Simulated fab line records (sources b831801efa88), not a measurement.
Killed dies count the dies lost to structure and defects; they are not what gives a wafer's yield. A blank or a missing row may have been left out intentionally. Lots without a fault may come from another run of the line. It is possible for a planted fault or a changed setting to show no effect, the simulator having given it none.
Struck lot and sound lot, side by side || flow sky130 || 16 steps out of a route of 708
Sound: the wafers L795.1, L795.2, L795.3. Struck: wafer L809.2 (left out: L809.1, a lot-mate that was not struck); the cause follows at the end.
For every step that has rows: the tool of each side, followed by ch and its chambers, followed by its first start. Under that, the readings that differ: sound wafers || struck wafers || difference of the means || sigmas: that difference in standard deviations of wafers without a fault.
alike: same words and numbers on both sides, and readings whose means sit less than 2 such deviations apart. not compared: any withheld reading, any reading some wafer has no value for, any bound like >300 that may hide the same value, and any number with overlapping values for which the record gives no deviation.
The two part at a step that has a row with sigmas, a row that says differs or no value, or rows on one side only. Numbers that have no deviation but don't overlap get no sigmas and don't part them. A reading that every wafer of one side lacks parts them only if that side has two wafers or more.

first, 1 step without rows for these wafers: SKY_METAL5_CLEAN_19 (cleans in O3/DIW).
SKY_PASSIVATION_CVD_00: deposits SiO2, target thk 90 nm.
  sound on pecvd-04 ch 0,1,2, day 45 09:51; struck on pecvd-01 ch 2, day 48 09:58
  alike: heater-power-outer-w, heater-power-w, susceptor-temp-C
SKY_PASSIVATION_THK_MEAS_01:
  sound: film-metro-03 at day 45 09:52; struck: film-metro-02 at day 48 09:59
  alike: PASSIVATION_CVD_00_THK
SKY_PASSIVATION_CVD_02: deposits Si3N4, target thk 540 nm.
  sound on pecvd-02 ch 0,1,2, day 45 09:56; struck on pecvd-04 ch 2, day 48 10:03
  alike: heater-power-outer-w, heater-power-w, susceptor-temp-C
SKY_PASSIVATION_THK_MEAS_03:
  sound: film-metro-03 at day 45 10:09; struck: film-metro-03 at day 48 10:16
{"reading": "PASSIVATION_CVD_02_THK (nm)", "sound": "529 535 530", "struck": 546, "difference": "+15", "sigmas": "+2"}
then, 7 steps without rows for these wafers: SKY_PASSIVATION_DEHYDRATE_04 (time 60 s); SKY_PASSIVATION_HMDS_05 (prime time 60 s); SKY_PASSIVATION_COAT_06 (resist thk 3000 nm); SKY_PASSIVATION_SOFTBAKE_07; SKY_PASSIVATION_EXPOSE_08 (exposes mask NSM, target cd 3000 nm); SKY_PASSIVATION_PEB_09; SKY_PASSIVATION_DEVELOP_10 (develop time 60 s).
SKY_PASSIVATION_ETCH_11: etches the open film in CF4/O2, stops on AlCu, target depth 725 nm, time 161.1 s.
  sound on rie-diel-04 ch 1,2,3, day 46 07:00; struck on rie-diel-02 ch 1, day 49 05:19
{"reading": "oes-product-au (a.u.)", "sound": "0.969 0.967 0.968", "struck": 0.944, "difference": -0.024, "sigmas": -3}
{"reading": "rf-hours-counter-h (h)", "sound": "24 28 23", "struck": 19, "difference": -6, "sigmas": ""}
{"reading": "run-length-s (s)", "sound": "189.7 190.3 188.4", "struck": 201.9, "difference": "+12.4", "sigmas": "+22"}
{"reading": "model.coat_of_PASSIVATION_COAT_06.thk-nm (nm)", "sound": "2525 2526 2513", "struck": 2476, "difference": -45, "sigmas": ""}
  alike: drypump-motor-current-A, throttle-valve-pct
SKY_PASSIVATION_STRIP_12: strips in O2/N2.
  sound on plasma-asher-01 ch 0,1, day 46 07:07; struck on plasma-asher-01 ch 1, day 49 05:25
{"reading": "strip-time-to-endpoint-s (s)", "sound": "31.61 31.64 31.48", "struck": 31.04, "difference": -0.54, "sigmas": -5}
  alike: drypump-motor-current-A, n2-flow-sccm, o2-flow-sccm, oes-product-au
  not compared: rf-hours-counter-h
then, 1 step without rows for these wafers: SKY_PAD_OPEN_DEHYDRATE_00 (time 60 s).
SKY_PAD_OPEN_PROBE_99:
  only the struck wafers here have rows in the record (prober-02, day 50 00:52); the sound ones have none

WHERE THEY PART
Earliest at SKY_PASSIVATION_THK_MEAS_03; latest, in this record, at SKY_PAD_OPEN_PROBE_99.

WHY: whatever the simulator had introduced
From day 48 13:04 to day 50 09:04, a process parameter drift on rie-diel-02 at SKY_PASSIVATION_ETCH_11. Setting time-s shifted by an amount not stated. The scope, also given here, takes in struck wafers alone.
